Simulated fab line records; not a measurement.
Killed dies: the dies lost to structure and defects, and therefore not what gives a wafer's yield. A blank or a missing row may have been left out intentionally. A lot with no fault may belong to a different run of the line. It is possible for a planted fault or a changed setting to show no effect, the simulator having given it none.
fab line records -- flow sky130
record lots=12, wafers=36, last-day=50
route steps=708 shown METAL2@488 VIA2@516 PAD_OPEN@708
lots with no fault: from the same line, run without faults
start-h: start of the lot's first displayed wafer, in hours after the record's first day -- wait-h: hours elapsed since this lot's preceding step -- " the same as in the row above -- L1.1+2: a single row standing in for several wafers -- - value missing, or start not given -- * or withheld: withheld -- < > ~ a bound
route shown NAME@n: names a module that has steps shown in the file, with the first one's number in the route -- usual: mean/standard deviation of fault-free wafers -- same: alike in all rows -- chamber/n: place in a boat -- sites: the reading at each site -- _std_site: the standard deviation of these -- _edge_site: mean of outer sites minus mean of inner sites -- radius-mm: how far each site lies from the wafer's centre -- mask NAME#n: copy n -- behind: the tool/chamber that last shaped the wafer -- hold: reason for holding the lot/hours on hold/outcome of the hold -- device: transistor that didn't switch, given as n, p or np -- end of line: tests of these same wafers at the route's end -- for a step that has no rows: nothing shown but its recipe -- killed: not the wafer's yield, but the dies lost to structure and defects at the first sort -- map: a wafer's dies, x killed, . not, _ none there
set.NAME: setting as actually run; set.NAME@STEP: the setting as run at that earlier step -- model.NAME: the simulator's own value behind a step, which no gauge read
steps of the route over a sample of lots; a table a step, a row a wafer
services: from which hour (start-h, from the record's first day; less than 0 if before it) a tool's chamber was out of use, for how many hours, and why
## steps
# step SKY_METAL2_RS_MEAS_05
# recipe thk-meas-gauge=four-point-probe, reads=TiN_of_METAL2_SPUTTER_04+Ti_of_METAL2_SPUTTER_03+AlCu_of_METAL2_SPUTTER_02+TiN_of_METAL2_SPUTTER_01+Ti_of_METAL2_SPUTTER_00
# usual METAL2_ALCU_RS=0.1265/0.0014
lot.wafer,tool,chamber,start-h,wait-h,METAL2_ALCU_RS[ohm/sq]
L578.2,film-metro-03,-,805.21,0.0,0.1235
L578.4,film-metro-03,-,805.21,0.0,0.1247
L578.5,film-metro-03,-,805.21,0.0,0.1252
L579.2,film-metro-03,-,815.34,0.0,0.1252
L579.3,film-metro-03,-,815.34,0.0,0.1265
L579.5,film-metro-03,-,815.34,0.0,0.1258
L581.1,film-metro-03,-,827.78,0.0,0.1276
L581.3,film-metro-03,-,827.78,0.0,0.1281
L581.6,film-metro-03,-,827.78,0.0,0.1289
L585.4,film-metro-02,-,872.53,0.1,0.1281
L585.5,film-metro-02,-,872.53,0.1,0.1256
L585.6,film-metro-02,-,872.53,0.1,0.1267
L587.1,film-metro-02,-,891.37,0.0,0.1265
L587.2,film-metro-02,-,891.37,0.0,0.1272
L587.6,film-metro-02,-,891.37,0.0,0.1266
L590.1,film-metro-03,-,911.39,0.0,0.1267
L590.5,film-metro-03,-,911.39,0.0,0.1294
L590.6,film-metro-03,-,911.39,0.0,0.1268
L589.2,film-metro-02,-,911.79,0.0,0.1261
L589.4,film-metro-02,-,911.79,0.0,0.1255
L589.5,film-metro-02,-,911.79,0.0,0.1258
L591.1,film-metro-01,-,919.05,0.0,0.1256
L591.2,film-metro-01,-,919.05,0.0,0.1260
L591.6,film-metro-01,-,919.05,0.0,0.1260
L593.1,film-metro-01,-,931.57,0.0,0.1256
L593.3,film-metro-01,-,931.57,0.0,0.1255
L593.4,film-metro-01,-,931.57,0.0,0.1248
L595.1,film-metro-01,-,940.25,0.0,0.1260
L595.3,film-metro-01,-,940.25,0.0,0.1261
L595.5,film-metro-01,-,940.25,0.0,0.1264
L594.3,film-metro-02,-,945.36,0.1,0.1284
L594.4,film-metro-02,-,945.36,0.1,0.1283
L594.5,film-metro-02,-,945.36,0.1,0.1274
L599.1,film-metro-02,-,962.32,0.0,0.1271
L599.3,film-metro-02,-,962.32,0.0,0.1275
L599.5,film-metro-02,-,962.32,0.0,0.1274
# step SKY_VIA2_EXPOSE_09
# recipe mask-id=VIM2, na=0.8, source-shape=annular, sigma-inner=0.55, sigma-outer=0.85, target-cd-nm=200, dose-mj=38
lot.wafer,tool,chamber,start-h,wait-h,mask
L578.2+4+5,krf-scanner-02,0,844.71,-,VIM2#0
L579.2+3+5,krf-scanner-02,0,855.45,-,VIM2#0
L581.1+3+6,krf-scanner-01,0,867.92,-,VIM2#0
L585.4+5+6,krf-scanner-02,0,913.21,-,VIM2#0
L587.1+2+6,krf-scanner-01,0,929.61,-,VIM2#0
L590.1+5+6,krf-scanner-01,0,949.26,-,VIM2#0
L589.2+4+5,krf-scanner-02,0,949.92,-,VIM2#0
L591.1+2+6,krf-scanner-02,0,956.29,-,VIM2#0
L593.1+3+4,krf-scanner-02,0,969.18,-,VIM2#0
L595.1+3+5,krf-scanner-02,0,977.31,-,VIM2#0
L594.3+4+5,krf-scanner-02,0,982.24,-,VIM2#0
L599.1+3+5,krf-scanner-02,0,998.65,-,VIM2#0
# step SKY_VIA2_OVL_MEAS_13
# usual VIA2_OVL=-3/4.8
lot.wafer,tool,chamber,start-h,wait-h,VIA2_OVL[nm]
L578.2,overlay-01,-,857.57,0.1,2
L578.4,overlay-01,-,857.57,0.1,3
L578.5,overlay-01,-,857.57,0.1,-3
L579.2,overlay-01,-,868.31,0.1,-7
L579.3,overlay-01,-,868.31,0.1,0
L579.5,overlay-01,-,868.31,0.1,-8
L581.1,overlay-02,-,881.05,0.1,-5
L581.3,overlay-02,-,881.05,0.1,-4
L581.6,overlay-02,-,881.05,0.1,-10
L585.4,overlay-01,-,924.77,0.1,2
L585.5,overlay-01,-,924.77,0.1,7
L585.6,overlay-01,-,924.77,0.1,-2
L587.1,overlay-01,-,942.26,0.1,30
L587.2,overlay-01,-,942.26,0.1,30
L587.6,overlay-01,-,942.26,0.1,30
L590.1,overlay-02,-,961.41,0.1,30
L590.5,overlay-02,-,961.41,0.1,27
L590.6,overlay-02,-,961.41,0.1,33
L589.2,overlay-01,-,961.86,0.1,-1
L589.4,overlay-01,-,961.86,0.1,2
L589.5,overlay-01,-,961.86,0.1,-2
L591.1,overlay-02,-,968.66,0.1,-2
L591.2,overlay-02,-,968.66,0.1,-2
L591.6,overlay-02,-,968.66,0.1,-4
L593.1,overlay-02,-,980.26,0.1,-8
L593.3,overlay-02,-,980.26,0.1,-8
L593.4,overlay-02,-,980.26,0.1,-7
L595.1,overlay-02,-,990.01,0.1,-9
L595.3,overlay-02,-,990.01,0.1,-6
L595.5,overlay-02,-,990.01,0.1,-6
L594.3,overlay-01,-,993.81,0.1,-8
L594.4,overlay-01,-,993.81,0.1,-9
L594.5,overlay-01,-,993.81,0.1,-10
L599.1,overlay-01,-,1009.80,0.1,-11
L599.3,overlay-01,-,1009.80,0.1,-5
L599.5,overlay-01,-,1009.80,0.1,-8
# step SKY_VIA2_ETCH_14
# recipe chemistry=N2/H2, target=BARC, ion-energy-ev=200, source-w=500, bias-w=100, pressure-mtorr=30, n2-flow-sccm=100, h2-flow-sccm=200, stop-on=SiO2, time-s=45.9, target-depth-a=600
# usual drypump-motor-current-A=5.4/0.44, oes-product-au=0.854/0.0046, throttle-valve-pct=13.224/0.0091
lot.wafer,tool,chamber,start-h,wait-h,drypump-motor-current-A,oes-product-au,rf-hours-counter-h,throttle-valve-pct
L578.2,rie-diel-03,3,857.60,0.0,5.1,0.862,6,13.213
L578.4,rie-diel-03,2,857.60,0.0,4.8,0.852,15,13.236
L578.5,rie-diel-03,0,857.60,0.0,5.8,0.850,-,13.229
L579.2,rie-diel-03,3,868.34,0.0,5.1,0.851,6,13.231
L579.3,rie-diel-03,2,868.34,0.0,4.9,0.851,15,13.223
L579.5,rie-diel-03,1,868.34,0.0,5.1,0.860,-,13.221
L581.1,rie-diel-01,3,881.09,0.0,5.5,0.853,8,13.214
L581.3,rie-diel-01,0,881.09,0.0,5.8,0.853,0,13.222
L581.6,rie-diel-01,1,881.09,0.0,5.6,0.848,-,13.203
L585.4,rie-diel-02,0,924.79,0.0,6.0,0.853,11,13.231
L585.5,rie-diel-02,0,924.79,0.0,6.0,0.851,-,13.227
L585.6,rie-diel-02,3,924.79,0.0,5.4,0.856,-,13.225
L587.1,rie-diel-03,1,942.30,0.0,5.1,0.854,13,13.208
L587.2,rie-diel-03,0,942.30,0.0,5.8,0.861,15,13.216
L587.6,rie-diel-03,1,942.30,0.0,5.1,0.853,-,13.219
L590.1,rie-diel-03,3,961.45,0.0,5.1,0.856,9,13.230
L590.5,rie-diel-03,0,961.45,0.0,5.8,0.848,-,13.222
L590.6,rie-diel-03,3,961.45,0.0,5.1,0.856,-,13.205
L589.2,rie-diel-02,3,961.89,0.0,5.4,0.855,16,13.219
L589.4,rie-diel-02,2,961.89,0.0,6.4,0.856,4,13.222
L589.5,rie-diel-02,0,961.89,0.0,5.9,0.846,-,13.225
L591.1,rie-diel-03,2,968.70,0.0,4.9,0.843,18,13.215
L591.2,rie-diel-03,0,968.70,0.0,5.8,0.862,16,13.209
L591.6,rie-diel-03,0,968.70,0.0,5.8,0.849,-,13.218
L593.1,rie-diel-01,2,980.30,0.0,4.8,0.857,4,13.231
L593.3,rie-diel-01,0,980.30,0.0,5.8,0.861,2,13.219
L593.4,rie-diel-01,0,980.30,0.0,5.8,0.855,-,13.229
L595.1,rie-diel-03,1,990.05,0.0,5.2,0.858,15,13.230
L595.3,rie-diel-03,2,990.05,0.0,4.9,0.848,18,13.229
L595.5,rie-diel-03,1,990.05,0.0,5.1,0.852,-,13.241
L594.3,rie-diel-03,3,993.83,0.0,5.1,0.859,10,13.215
L594.4,rie-diel-03,1,993.83,0.0,5.1,0.855,15,13.242
L594.5,rie-diel-03,3,993.83,0.0,5.1,0.860,-,13.237
L599.1,rie-diel-02,2,1009.83,0.0,6.4,0.851,5,13.224
L599.3,rie-diel-02,1,1009.83,0.0,5.1,0.858,6,13.213
L599.5,rie-diel-02,0,1009.83,0.0,5.9,0.853,-,13.226
# step SKY_VIA2_CVD_21
# recipe material=W, target-thk-nm=420, time-s=126.4, temp-c=397.2, pressure-torr=40
# usual heater-power-w=872/59
lot.wafer,tool,chamber,start-h,wait-h,heater-power-w
L578.2,cvd-w-02,0,858.39,0.0,853
L578.4,cvd-w-02,0,858.39,0.0,833
L578.5,cvd-w-02,1,858.39,0.0,804
L579.2,cvd-w-01,1,869.10,0.0,900
L579.3,cvd-w-01,0,869.10,0.0,968
L579.5,cvd-w-01,0,869.10,0.0,949
L581.1,cvd-w-02,1,881.89,0.0,827
L581.3,cvd-w-02,1,881.89,0.0,825
L581.6,cvd-w-02,1,881.89,0.0,817
L585.4,cvd-w-02,1,925.62,0.1,796
L585.5,cvd-w-02,1,925.62,0.1,827
L585.6,cvd-w-02,0,925.62,0.1,813
L587.1,cvd-w-02,1,943.06,0.0,821
L587.2,cvd-w-02,0,943.06,0.0,827
L587.6,cvd-w-02,0,943.06,0.0,832
L590.1,cvd-w-01,1,962.22,0.0,869
L590.5,cvd-w-01,1,962.22,0.0,897
L590.6,cvd-w-01,0,962.22,0.0,972
L589.2,cvd-w-02,1,962.65,0.0,793
L589.4,cvd-w-02,1,962.65,0.0,811
L589.5,cvd-w-02,0,962.65,0.0,827
L591.1,cvd-w-01,0,969.46,0.0,942
L591.2,cvd-w-01,1,969.46,0.0,877
L591.6,cvd-w-01,0,969.46,0.0,937
L593.1,cvd-w-01,0,981.06,0.0,937
L593.3,cvd-w-01,0,981.06,0.0,953
L593.4,cvd-w-01,0,981.06,0.0,939
L595.1,cvd-w-02,0,990.90,0.0,824
L595.3,cvd-w-02,0,990.90,0.0,830
L595.5,cvd-w-02,0,990.90,0.0,808
L594.3,cvd-w-02,1,994.71,0.1,814
L594.4,cvd-w-02,0,994.71,0.1,830
L594.5,cvd-w-02,0,994.71,0.1,843
L599.1,cvd-w-02,1,1010.59,0.0,817
L599.3,cvd-w-02,1,1010.59,0.0,815
L599.5,cvd-w-02,1,1010.59,0.0,825
# step SKY_PAD_OPEN_PROBE_99
# usual defect-limited-yield=82.4/1.7, killed_at_M0_to_M3=44/6.9, killed_at_M4_up=3.3/1.7, killed-at-contacts=24/4.7, killed-at-front-end=15/4.5, killed-at-other=0.2/0.49, killed-dies=86/8.4, killed-open=47/6.5, killed-short=39/6, sort_bin_3_pad_short=0.9/0.4, sort_bin_5_function=10.4/1.5, sort_bin_6_memory=6.3/1, sort-n-pass=406/8.4, sort-yield-pct=82.4/1.7
# same gross-dies=492, killed-at-back-side=0, sort_bin_4_leakage[%]=0, sort_bin_8_speed[%]=0
lot.wafer,tool,chamber,start-h,wait-h,defect-limited-yield[%],killed_at_M0_to_M3,killed_at_M4_up,killed-at-contacts,killed-at-front-end,killed-at-other,killed-dies,killed-open,killed-short,sort_bin_3_pad_short[%],sort_bin_5_function[%],sort_bin_6_memory[%],sort-n-pass,sort-yield-pct[%]
L578.2,prober-02,-,1080.72,0.1,82.7,47,1,21,15,1,85,42,43,1.2,12.2,3.9,407,82.7
L578.4,prober-02,-,1080.82,0.2,80.1,47,4,27,20,0,98,53,45,1.6,10.4,7.9,394,80.1
L578.5,prober-02,-,1080.87,0.2,81.5,45,3,23,20,0,91,48,43,0.6,10.2,7.7,401,81.5
L579.2,prober-02,-,1090.85,0.1,83.3,41,4,24,13,0,82,44,38,1.0,10.8,4.9,410,83.3
L579.3,prober-02,-,1090.90,0.2,80.1,53,3,23,18,1,98,54,44,1.6,11.8,6.5,394,80.1
L579.5,prober-02,-,1091.00,0.2,83.3,42,5,20,15,0,82,45,37,0.2,11.4,5.1,410,83.3
L581.1,prober-02,-,1101.68,0.1,85.0,31,6,23,14,0,74,36,38,0.8,9.3,4.9,418,85.0
L581.3,prober-02,-,1101.78,0.2,82.7,44,2,20,19,0,85,42,43,1.0,10.6,5.7,407,82.7
L581.6,prober-02,-,1101.93,0.2,84.1,36,5,27,10,0,78,48,30,1.4,9.6,4.9,414,84.1
L585.4,prober-01,-,1136.09,0.2,83.3,41,3,23,15,0,82,50,32,0.4,11.2,5.1,410,83.3
L585.5,prober-01,-,1136.14,0.2,83.9,52,2,11,14,0,79,36,43,0.2,11.0,4.9,413,83.9
L585.6,prober-01,-,1136.19,0.2,82.3,44,3,26,14,0,87,49,38,0.2,12.2,5.3,405,82.3
L587.1,prober-01,-,1147.46,0.1,83.9,46,3,19,11,0,79,41,38,0.8,10.2,5.1,413,83.9
L587.2,prober-01,-,1147.51,0.1,83.9,43,4,14,18,0,79,45,34,1.2,9.3,5.5,413,83.9
L587.6,prober-01,-,1147.71,0.2,82.1,46,5,24,13,0,88,52,36,0.6,11.6,5.7,404,82.1
L590.1,prober-01,-,1162.35,0.1,82.7,50,2,25,8,0,85,46,39,0.8,11.4,5.1,407,82.7
L590.5,prober-01,-,1162.55,0.2,84.8,35,0,27,13,0,75,46,29,0.6,8.3,6.3,417,84.8
L590.6,prober-01,-,1162.60,0.2,82.7,47,2,24,12,0,85,52,33,0.8,12.0,4.5,407,82.7
L589.2,prober-02,-,1162.72,0.1,82.9,48,0,18,18,0,84,47,37,0.2,10.8,6.1,408,82.9
L589.4,prober-02,-,1162.82,0.2,83.5,33,6,28,14,0,81,35,46,0.6,10.4,5.5,411,83.5
L589.5,prober-02,-,1162.87,0.2,81.5,43,7,28,13,0,91,43,48,0.6,10.2,7.7,401,81.5
L591.1,prober-01,-,1165.84,0.1,85.0,39,3,27,5,0,74,32,42,0.4,9.3,5.3,418,85.0
L591.2,prober-01,-,1165.89,0.1,82.5,60,3,16,7,0,86,48,38,1.2,10.4,5.9,406,82.5
L591.6,prober-01,-,1166.09,0.2,83.1,44,4,20,15,0,83,44,39,1.2,8.3,7.3,409,83.1
L593.1,prober-02,-,1176.64,0.1,81.7,43,3,27,16,1,90,57,33,0.4,11.2,6.7,402,81.7
L593.3,prober-02,-,1176.74,0.2,81.1,60,3,22,8,0,93,57,36,1.0,10.8,7.1,399,81.1
L593.4,prober-02,-,1176.79,0.2,82.7,43,4,27,11,0,85,49,36,0.4,10.0,6.9,407,82.7
L595.1,prober-02,-,1183.93,0.1,81.9,50,6,23,10,0,89,52,37,0.6,10.4,7.1,403,81.9
L595.3,prober-02,-,1184.03,0.2,83.5,41,4,23,13,0,81,47,34,0.6,9.6,6.3,411,83.5
L595.5,prober-02,-,1184.13,0.2,83.7,38,1,17,24,0,80,47,33,1.2,7.9,7.1,412,83.7
L594.3,prober-01,-,1186.03,0.2,82.7,34,4,26,21,0,85,55,30,0.6,9.8,6.9,407,82.7
L594.4,prober-01,-,1186.08,0.2,80.9,40,3,26,25,0,94,47,47,1.4,12.6,5.1,398,80.9
L594.5,prober-01,-,1186.13,0.2,82.5,44,3,21,18,0,86,40,46,1.0,9.1,7.3,406,82.5
L599.1,prober-01,-,1196.88,0.1,79.5,58,6,20,17,0,101,47,54,0.6,13.4,6.5,391,79.5
L599.3,prober-01,-,1196.98,0.2,80.9,48,3,27,16,0,94,56,38,0.4,12.2,6.5,398,80.9
L599.5,prober-01,-,1197.08,0.2,86.4,33,5,13,16,0,67,36,31,0.4,7.1,6.1,425,86.4
# killed by level:class
L578.2 METAL1:geometric-particle:short=8 VIA3:geometric-particle:open=8 LI_CONTACT:geometric-particle:open=6 METAL2:geometric-particle:short=6 VIA1:geometric-particle:open=6 LI_CONTACT:geometric-particle:short=5 VIA2:geometric-particle:open=5 POLY_GATE:geometric-particle:open=4
L578.4 LI_CONTACT:geometric-particle:open=10 FIELD_ISO:geometric-particle:short=9 CONTACT:geometric-particle:open=9 VIA1:geometric-particle:open=9 VIA2:geometric-particle:open=9 VIA3:geometric-particle:short=8 POLY_GATE:geometric-particle:short=5 LOCAL_INTERCONNECT:geometric-particle:short=5
L578.5 VIA2:geometric-particle:open=10 METAL1:geometric-particle:short=9 VIA1:geometric-particle:open=8 POLY_GATE:geometric-particle:short=7 CONTACT:geometric-particle:open=6 FIELD_ISO:geometric-particle:short=4 LI_CONTACT:geometric-particle:open=4 LOCAL_INTERCONNECT:geometric-particle:short=4
L579.2 VIA1:geometric-particle:open=15 CONTACT:geometric-particle:open=7 LOCAL_INTERCONNECT:geometric-particle:short=5 METAL2:geometric-particle:short=5 FIELD_ISO:geometric-particle:open=4 FIELD_ISO:geometric-particle:short=4 CONTACT:geometric-particle:short=4 VIA3:geometric-particle:open=4
L579.3 VIA1:geometric-particle:open=13 CONTACT:geometric-particle:open=10 VIA2:geometric-particle:open=10 VIA3:geometric-particle:open=7 METAL2:geometric-particle:short=7 CONTACT:geometric-particle:short=6 POLY_GATE:geometric-particle:short=5 SPACER:geometric-particle:short=5
L579.5 CONTACT:geometric-particle:open=12 VIA2:geometric-particle:open=8 VIA1:geometric-particle:short=7 VIA1:geometric-particle:open=6 POLY_GATE:geometric-particle:short=5 METAL2:geometric-particle:short=5 FIELD_ISO:geometric-particle:open=4 METAL1:geometric-particle:short=4
L581.1 LI_CONTACT:geometric-particle:open=7 CONTACT:geometric-particle:open=7 VIA1:geometric-particle:short=6 VIA1:geometric-particle:open=5 FIELD_ISO:geometric-particle:short=4 METAL1:geometric-particle:short=4 LOCAL_INTERCONNECT:geometric-particle:short=4 VIA2:geometric-particle:short=4
L581.3 CONTACT:geometric-particle:open=7 VIA3:geometric-particle:open=7 METAL1:geometric-particle:short=6 VIA1:geometric-particle:open=6 VIA2:geometric-particle:open=6 POLY_GATE:geometric-particle:short=5 LI_CONTACT:geometric-particle:short=5 METAL2:geometric-particle:short=5
L581.6 LI_CONTACT:geometric-particle:open=9 VIA2:geometric-particle:open=9 CONTACT:geometric-particle:open=8 VIA3:geometric-particle:open=7 LOCAL_INTERCONNECT:geometric-particle:short=5 VIA1:geometric-particle:short=4 VIA1:geometric-particle:open=4 METAL3:geometric-particle:short=4
L585.4 LI_CONTACT:geometric-particle:open=8 CONTACT:geometric-particle:open=8 METAL2:geometric-particle:short=7 METAL1:geometric-particle:short=7 VIA2:geometric-particle:open=7 FIELD_ISO:geometric-particle:open=5 VIA1:geometric-particle:open=5 POLY_GATE:geometric-particle:open=4
L585.5 METAL2:geometric-particle:short=12 VIA1:geometric-particle:open=7 LI_CONTACT:geometric-particle:open=6 VIA2:geometric-particle:open=6 VIA1:geometric-particle:short=6 VIA3:geometric-particle:open=6 FIELD_ISO:geometric-particle:short=5 METAL1:geometric-particle:short=5
L585.6 VIA1:geometric-particle:open=10 VIA2:geometric-particle:open=8 LI_CONTACT:geometric-particle:open=6 VIA3:geometric-particle:open=6 LOCAL_INTERCONNECT:geometric-particle:short=6 CONTACT:geometric-particle:short=6 CONTACT:geometric-particle:open=6 METAL1:geometric-particle:short=6
L587.1 VIA1:geometric-particle:open=11 VIA2:geometric-particle:open=6 METAL2:geometric-particle:short=6 VIA3:geometric-particle:open=6 LI_CONTACT:geometric-particle:open=4 CONTACT:geometric-particle:short=4 CONTACT:geometric-particle:open=4 VIA1:geometric-particle:short=4
L587.2 VIA1:geometric-particle:open=12 VIA3:geometric-particle:open=8 FIELD_ISO:geometric-particle:open=5 FIELD_ISO:geometric-particle:short=5 METAL2:geometric-particle:short=5 LI_CONTACT:geometric-particle:open=4 CONTACT:geometric-particle:open=4 POLY_GATE:geometric-particle:open=3
L587.6 LI_CONTACT:geometric-particle:open=10 VIA2:geometric-particle:open=9 VIA1:geometric-particle:open=8 CONTACT:geometric-particle:open=8 METAL2:geometric-particle:short=7 VIA3:geometric-particle:open=6 METAL1:geometric-particle:short=5 CONTACT:geometric-particle:short=5
L590.1 VIA1:geometric-particle:open=14 LI_CONTACT:geometric-particle:open=8 VIA1:geometric-particle:short=8 CONTACT:geometric-particle:open=7 METAL1:geometric-particle:short=5 LOCAL_INTERCONNECT:geometric-particle:short=5 VIA3:geometric-particle:open=5 LI_CONTACT:geometric-particle:short=4
L590.5 VIA1:geometric-particle:open=9 LI_CONTACT:geometric-particle:open=8 VIA2:geometric-particle:open=8 CONTACT:geometric-particle:open=7 METAL1:geometric-particle:short=7 CONTACT:geometric-particle:short=5 LI_CONTACT:geometric-particle:short=4 FIELD_ISO:geometric-particle:open=3
L590.6 VIA1:geometric-particle:open=11 LI_CONTACT:geometric-particle:open=10 VIA2:geometric-particle:open=10 VIA1:geometric-particle:short=6 FIELD_ISO:geometric-particle:open=5 CONTACT:geometric-particle:open=4 VIA3:geometric-particle:open=4 POLY_GATE:geometric-particle:short=3
L589.2 VIA1:geometric-particle:open=12 VIA3:geometric-particle:open=8 FIELD_ISO:geometric-particle:short=7 CONTACT:geometric-particle:open=7 VIA2:geometric-particle:short=5 VIA2:geometric-particle:open=5 LOCAL_INTERCONNECT:geometric-particle:short=4 METAL3:geometric-particle:short=4
L589.4 METAL1:geometric-particle:short=8 CONTACT:geometric-particle:open=7 LI_CONTACT:geometric-particle:short=6 LI_CONTACT:geometric-particle:open=6 VIA1:geometric-particle:open=5 VIA1:geometric-particle:short=5 METAL4:geometric-particle:short=5 CONTACT:geometric-particle:short=4
L589.5 CONTACT:geometric-particle:open=10 VIA1:geometric-particle:open=9 CONTACT:geometric-particle:short=7 VIA3:geometric-particle:open=7 VIA2:geometric-particle:open=7 METAL4:geometric-particle:short=7 LOCAL_INTERCONNECT:geometric-particle:short=6 METAL3:geometric-particle:short=5
L591.1 LOCAL_INTERCONNECT:geometric-particle:short=9 LI_CONTACT:geometric-particle:open=6 CONTACT:geometric-particle:open=6 VIA1:geometric-particle:open=6 METAL2:geometric-particle:short=6 VIA2:geometric-particle:open=5 VIA3:geometric-particle:open=5 VIA1:geometric-particle:short=4
L591.2 VIA1:geometric-particle:open=13 VIA3:geometric-particle:open=10 CONTACT:geometric-particle:open=9 METAL2:geometric-particle:short=8 VIA2:geometric-particle:open=7 VIA1:geometric-particle:short=7 METAL3:geometric-particle:short=5 LI_CONTACT:geometric-particle:open=4
L591.6 VIA1:geometric-particle:open=11 METAL1:geometric-particle:short=8 VIA3:geometric-particle:open=7 VIA2:geometric-particle:open=7 CONTACT:geometric-particle:open=5 POLY_GATE:geometric-particle:short=4 LI_CONTACT:geometric-particle:open=4 LI_CONTACT:geometric-particle:short=4
L593.1 CONTACT:geometric-particle:open=13 VIA3:geometric-particle:open=10 VIA1:geometric-particle:open=9 LI_CONTACT:geometric-particle:open=6 LOCAL_INTERCONNECT:geometric-particle:short=6 VIA2:geometric-particle:open=6 POLY_GATE:geometric-particle:open=5 VIA2:geometric-particle:short=5
L593.3 VIA1:geometric-particle:open=15 VIA3:geometric-particle:open=9 VIA2:geometric-particle:open=8 VIA3:geometric-particle:short=7 LI_CONTACT:geometric-particle:open=7 CONTACT:geometric-particle:short=6 METAL1:geometric-particle:short=6 CONTACT:geometric-particle:open=5
L593.4 CONTACT:geometric-particle:open=16 VIA3:geometric-particle:open=10 METAL3:geometric-particle:short=6 VIA1:geometric-particle:open=6 VIA2:geometric-particle:open=5 FIELD_ISO:geometric-particle:short=4 LOCAL_INTERCONNECT:geometric-particle:short=4 CONTACT:geometric-particle:short=4
L595.1 VIA1:geometric-particle:open=14 CONTACT:geometric-particle:open=7 LI_CONTACT:geometric-particle:open=7 VIA3:geometric-particle:open=5 METAL1:geometric-particle:short=5 METAL1:geometric-particle:open=5 VIA2:geometric-particle:open=5 FIELD_ISO:geometric-particle:open=4
L595.3 VIA1:geometric-particle:open=17 CONTACT:geometric-particle:open=8 CONTACT:geometric-particle:short=6 VIA2:geometric-particle:open=6 LI_CONTACT:geometric-particle:open=5 METAL1:geometric-particle:short=5 FIELD_ISO:geometric-particle:short=4 VIA2:geometric-particle:short=4
L595.5 VIA1:geometric-particle:open=16 FIELD_ISO:geometric-particle:open=9 FIELD_ISO:geometric-particle:short=6 LI_CONTACT:geometric-particle:open=6 VIA2:geometric-particle:short=4 CONTACT:geometric-particle:open=4 METAL1:geometric-particle:short=4 METAL2:geometric-particle:short=4
L594.3 CONTACT:geometric-particle:open=13 VIA1:geometric-particle:open=11 LI_CONTACT:geometric-particle:open=7 VIA2:geometric-particle:open=7 FIELD_ISO:geometric-particle:short=5 VIA1:geometric-particle:short=5 FIELD_ISO:geometric-particle:open=4 VIA3:geometric-particle:open=4
L594.4 CONTACT:geometric-particle:open=8 VIA1:geometric-particle:open=8 POLY_GATE:geometric-particle:short=7 LI_CONTACT:geometric-particle:open=6 VIA1:geometric-particle:short=6 FIELD_ISO:geometric-particle:short=5 LOCAL_INTERCONNECT:geometric-particle:short=5 POLY_GATE:geometric-particle:open=5
L594.5 METAL1:geometric-particle:short=7 LI_CONTACT:geometric-particle:short=6 VIA1:geometric-particle:open=6 VIA3:geometric-particle:open=6 CONTACT:geometric-particle:short=5 FIELD_ISO:geometric-particle:open=4 CONTACT:geometric-particle:open=4 POLY_GATE:geometric-particle:short=4
L599.1 VIA1:geometric-particle:open=13 VIA1:geometric-particle:short=10 VIA3:geometric-particle:open=9 LI_CONTACT:geometric-particle:open=7 CONTACT:geometric-particle:short=6 METAL4:geometric-particle:short=6 POLY_GATE:geometric-particle:open=5 METAL1:geometric-particle:short=5
L599.3 VIA1:geometric-particle:open=19 CONTACT:geometric-particle:open=12 METAL1:geometric-particle:short=8 CONTACT:geometric-particle:short=6 FIELD_ISO:geometric-particle:open=5 LI_CONTACT:geometric-particle:open=5 VIA1:geometric-particle:short=4 VIA2:geometric-particle:open=4
L599.5 VIA2:geometric-particle:open=8 VIA1:geometric-particle:open=8 FIELD_ISO:geometric-particle:short=6 METAL2:geometric-particle:short=5 LI_CONTACT:geometric-particle:open=5 METAL1:geometric-particle:short=5 POLY_GATE:geometric-particle:open=4 CONTACT:geometric-particle:open=4
## services
tool,chamber,start-h,hours,kind
krf-scanner-01,-,829.66,0.1,repair
krf-scanner-01,-,831.53,0.2,repair
krf-scanner-02,-,849.42,0.8,pm
cvd-w-01,-,849.47,2.8,pm
krf-scanner-01,-,853.60,4.4,pm
rie-diel-02,1,858.22,10.4,repair
rie-diel-02,-,860.87,0.4,repair
cvd-w-02,0,881.33,4.3,repair
cvd-w-02,1,883.01,4.0,repair
krf-scanner-01,-,885.44,1.0,pm
krf-scanner-01,-,890.72,3.6,pm
rie-diel-03,2,891.52,23.6,repair
cvd-w-02,-,904.00,14.0,pm
rie-diel-02,3,905.22,3.3,repair
rie-diel-02,-,917.08,1.1,repair
cvd-w-01,-,921.03,6.9,pm
krf-scanner-02,-,934.47,1.3,pm
krf-scanner-01,-,937.05,1.3,pm
rie-diel-03,3,948.94,1.9,repair
krf-scanner-01,-,960.36,0.8,pm
rie-diel-03,3,961.84,12.6,repair
krf-scanner-01,-,970.39,0.3,repair
cvd-w-01,1,970.67,17.4,repair
krf-scanner-02,-,974.66,1.0,pm
## key
first-sign step=SKY_VIA2_OVL_MEAS_13, reading=VIA2_OVL, direction=up, sigmas=6.9, usual=-3, struck=30
effect none on later readings
met-at SKY_VIA2_EXPOSE_09
struck-lots L587,L590
not-acting-at SKY_METAL2_RS_MEAS_05,SKY_VIA2_ETCH_14,SKY_VIA2_CVD_21
onset-between 867.92 929.61
fault kind=scanner-matching-overlay, tool=krf-scanner-01, chamber=-, onset-h=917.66, steps=SKY_VIA2_EXPOSE_09, offset=40.447
